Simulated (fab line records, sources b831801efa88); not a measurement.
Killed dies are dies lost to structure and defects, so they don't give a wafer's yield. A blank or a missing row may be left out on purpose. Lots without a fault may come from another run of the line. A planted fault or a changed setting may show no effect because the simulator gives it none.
Problem report in the 8D (eight disciplines) form, filled by code | flow gf180mcu | the parts of the form that need people (team, actions taken, sign-off) are left out

1. THE PROBLEM
cathode_dc_power_W at GF_TOP_METAL_SPUTTER_00 reads a mean of 3642.0 W on 6 wafers of 2 lots; wafers without a fault read 4000.0 W with a standard deviation of 0.73. That is -99 or more standard deviations from the usual mean.
The step: material Ti, target thk 37.5 nm, time 150 s.
First seen on wafer L561.1, day 30 07:25, on pvd_sputter-02. The record holds 39 wafers of 13 lots with a number at this step. Rule for "out", or "out of limits": more than 4 standard deviations from the usual mean. The other wafers with a number count as sound.

2. WHAT IT IS AND WHAT IT IS NOT
question                    | is                     | is not
which readings at this step | cathode_dc_power_W     | throttle_valve_pct
which lots                  | L561, L564             | L552, L554, L555, L556, L557, L558, L568, L569, L572, L573, L574
which wafers of those lots  | all that have a number | -
read on which tools         | pvd_sputter-02         | pvd_sputter-03, pvd_sputter-04
when                        | from day 30 07:25      | up to then (18 sound wafers); but 15 sound wafers of L568, L569, L572, L573, L574 came after

3. SUSPECTS, AND WHAT RULES EACH OUT
Counting: a tool at a process step up to the reading stays a suspect if it ran every lot that is out and no sound lot after the first of them.
- pvd_sputter-04 at GF_M4_SPUTTER_01 (material TiN, target thk 30 nm, time 25 s): ruled out as a lasting fault. Sound lots L574 ran on it after its first lot that is out, L561 (day 25 22:17).
- cvd_w-01 at GF_V4_CVD_23 (deposits W, target thk 350 nm, time 104.9 s): kept. It ran every lot that is out, first L561 (day 27 17:16), and no sound lot after that; its last sound lot up to then is L556 (day 26 01:58).
- pvd_sputter-02 at GF_TOP_METAL_SPUTTER_00 (material Ti, target thk 37.5 nm, time 150 s): kept. It ran every lot that is out, first L561 (day 30 07:25), and no sound lot after that; its last sound lot up to then is L558 (day 29 14:19). Its own readings are out on those wafers: cathode_dc_power_W.
Left after counting: cvd_w-01 at GF_V4_CVD_23, pvd_sputter-02 at GF_TOP_METAL_SPUTTER_00.

4. THE CAUSE (what the simulator had put in)
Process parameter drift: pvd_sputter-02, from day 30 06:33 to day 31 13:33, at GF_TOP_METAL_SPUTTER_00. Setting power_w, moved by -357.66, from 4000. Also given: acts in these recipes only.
Counting left 2 suspects, and this tool is among them.

5. THE CHAIN OF EFFECTS, in route order
Each row: a reading whose mean over the struck wafers that have a number lies more than 3 standard deviations from the usual. Only readings for which the record gives a usual standard deviation are gone through. hours: the time from each lot's start at the first step in this table that gives one to its start at this step, as a median over the lots. sigmas: the change in usual standard deviations.
hours | step                    | reading            | usual    | on struck wafers | change | sigmas
0     | GF_TOP_METAL_SPUTTER_00 | cathode_dc_power_W | 4000.0 W | 3642.0           | -358.0 | -99 or more
The process steps in it:
- GF_TOP_METAL_SPUTTER_00: material Ti, target thk 37.5 nm, time 150 s.
Later measuring or inspecting steps at which every struck wafer that the step has a row for has a number for every such reading, and none has moved that far: GF_PASSIVATION_BOW_MEAS_14.

6. WHAT WOULD HAVE CAUGHT IT SOONER
In this record the first reading out of limits was taken at day 30 07:25, 1 hour after the fault began at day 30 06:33.
